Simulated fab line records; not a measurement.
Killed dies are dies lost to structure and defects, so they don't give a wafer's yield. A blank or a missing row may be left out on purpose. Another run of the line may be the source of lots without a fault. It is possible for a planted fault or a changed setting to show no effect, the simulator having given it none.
Which of the tools did it? | flow sky130 | 14 lots with 42 wafers sampled at 4 steps, on a route of 708 steps

## WHAT THE GAUGES SHOWED, per wafer
SKY_METAL4_OVL_MEAS_14.
lot  | measured     | on         | METAL4_OVL (nm)
L862 | day 41 14:20 | overlay-01 | -2 -6 -4
L863 | day 41 21:31 | overlay-02 | -9 -8 -10
L865 | day 42 12:49 | overlay-02 | 5 0 6
L868 | day 43 16:34 | overlay-01 | -5 -9 -9
L873 | day 44 22:37 | overlay-01 | -8 -11 -9
L874 | day 45 04:43 | overlay-01 | 3 3 -2
L876 | day 45 12:36 | overlay-01 | -4 -9 -4
L877 | day 45 20:15 | overlay-02 | 4 -2 1
L878 | day 46 01:50 | overlay-01 | -9 -1 -6
L879 | day 46 08:16 | overlay-01 | -4 -3 -9
L880 | day 46 13:10 | overlay-02 | 6 1 2
L883 | day 47 16:26 | overlay-01 | -6 -6 -8
L884 | day 47 18:13 | overlay-02 | 4 6 -5
L885 | day 47 18:53 | overlay-01 | -2 -8 -3

SKY_VIA4_OVL_MEAS_11.
lot  | measured     | on         | VIA4_OVL (nm)
L862 | day 42 14:23 | overlay-01 | -0.8 1.2 -1.0
L863 | day 42 21:44 | overlay-02 | -0.3 1.6 -2.4
L865 | day 43 12:58 | overlay-01 | -2.4 -2.5 -2.3
L868 | day 44 16:02 | overlay-02 | 0.9 -0.5 1.1
L873 | day 45 21:18 | overlay-02 | -2.8 0.4 0.7
L874 | day 46 02:44 | overlay-01 | -2.3 -0.2 -1.7
L876 | day 46 10:17 | overlay-01 | -1.1 -1.8 -3.4
L877 | day 46 17:50 | overlay-01 | -1.6 -1.2 -0.4
L878 | day 46 23:35 | overlay-01 | -1.6 -0.8 -3.2
L879 | day 47 05:42 | overlay-02 | 0.9 -1.7 0.5
L880 | day 47 10:33 | overlay-02 | 1.4 1.0 -0.5
L883 | day 48 12:43 | overlay-01 | -1.9 -2.6 -2.1
L884 | day 48 13:47 | overlay-01 | -1.2 -0.9 -1.1
L885 | day 48 15:29 | overlay-01 | 0.1 -0.3 -0.1

SKY_METAL5_THK_MEAS_06: measures by xrf.
lot  | measured     | on            | METAL5_ALCU_THK (nm)
L862 | day 42 16:06 | film metro-03 | 1135 1123 1129
L863 | day 42 23:28 | film metro-02 | 1103 1100 1102
L865 | day 43 14:49 | film metro-04 | 1115 1126 1133
L868 | day 44 17:44 | film metro-03 | 1128 1144 1147
L873 | day 45 23:05 | film metro-02 | 1121 1114 1123
L874 | day 46 04:43 | film metro-03 | 1120 1132 1123
L876 | day 46 12:42 | film metro-02 | 1107 1112 1113
L877 | day 46 20:07 | film metro-04 | 1114 1105 1121
L878 | day 47 01:17 | film metro-03 | 1142 1143 1125
L879 | day 47 07:31 | film metro-03 | 1136 1132 1134
L880 | day 47 12:15 | film metro-04 | 1130 1142 1138
L883 | day 48 14:28 | film metro-03 | 1140 1144 1105
L884 | day 48 15:29 | film metro-04 | 1106 1099 1116
L885 | day 48 17:21 | film metro-02 | 1119 1100 1112

## TOOL THAT RAN EACH LOT (tool first, then ch and the chambers of the sampled wafers, then the start)
lot  | SKY_GATE_OXIDE_STRIP_13
L862 | plasma asher-04 ch 0, day 13 20:56
L863 | plasma asher-03 ch 0,1, day 14 05:56
L865 | plasma asher-02 ch 0, day 14 17:32
L868 | plasma asher-02 ch 0,1, day 16 05:19
L873 | plasma asher-02 ch 0,1, day 17 19:16
L874 | plasma asher-02 ch 0,1, day 18 06:04
L876 | plasma asher-04 ch 0,1, day 18 16:01
L877 | plasma asher-04 ch 0,1, day 19 02:05
L878 | plasma asher-03 ch 0,1, day 19 12:11
L879 | plasma asher-03 ch 0,1, day 19 22:02
L880 | plasma asher-03 ch 0,1, day 20 07:48
L883 | plasma asher-02 ch 0,1, day 21 09:28
L884 | plasma asher-03 ch 0,1, day 21 16:02
L885 | plasma asher-03 ch 0,1, day 21 22:13
- SKY_GATE_OXIDE_STRIP_13: strips in O2/N2.

## WHAT THE TOOLS THEMSELVES READ (means of the sampled wafers that have a number; where no wafer has one, the mark that the record gives instead)
SKY_GATE_OXIDE_STRIP_13.
lot  | tool            | drypump motor current A (A) | oes product au (a.u.) | strip time to endpoint s (s)
L862 | plasma asher-04 | 5.4                         | 0.715                 | 14.11
L863 | plasma asher-03 | 5.8                         | 0.716                 | 14.18
L865 | plasma asher-02 | 4.9                         | 0.717                 | 14.15
L868 | plasma asher-02 | 5.4                         | 0.712                 | 14.11
L873 | plasma asher-02 | 5.4                         | 0.717                 | 14.19
L874 | plasma asher-02 | 5.2                         | 0.718                 | 14.19
L876 | plasma asher-04 | 5.5                         | 0.716                 | 14.20
L877 | plasma asher-04 | 5.5                         | 0.718                 | 14.21
L878 | plasma asher-03 | 5.9                         | 0.717                 | 14.14
L879 | plasma asher-03 | 5.8                         | 0.714                 | 14.14
L880 | plasma asher-03 | 5.9                         | 0.712                 | 14.20
L883 | plasma asher-02 | 5.4                         | 0.708                 | 14.23
L884 | plasma asher-03 | 5.9                         | 0.712                 | 14.14
L885 | plasma asher-03 | 5.9                         | 0.718                 | 14.20

## THE ANSWER, worked out from the rows above alone
Rule: usual is defined by the lots themselves. The widest of any qualifying gaps counts: lots, ordered by their means at a reading, are off when they make up no more than a third of the lots, leave a main group of 4 or more, and stand apart from it by 3 or more times the standard deviation of that group's means. A main group whose means are all the same, to the digits that the tables above print for the reading, isn't used. Also off: a lot with no number at a reading for which 4 or more lots have one. Any other lot the step has rows for is counted as sound. After the gauges, taken in route order, come the tools' own readings; for these a lot's mean is taken, as printed above. The first step at which some lot is off is used, and at that step the reading that is off furthest; a lot without a number counts as furthest.
No lot is off at any reading shown: from this, nothing can be told.

## WHAT THE SIMULATOR HAD INSERTED
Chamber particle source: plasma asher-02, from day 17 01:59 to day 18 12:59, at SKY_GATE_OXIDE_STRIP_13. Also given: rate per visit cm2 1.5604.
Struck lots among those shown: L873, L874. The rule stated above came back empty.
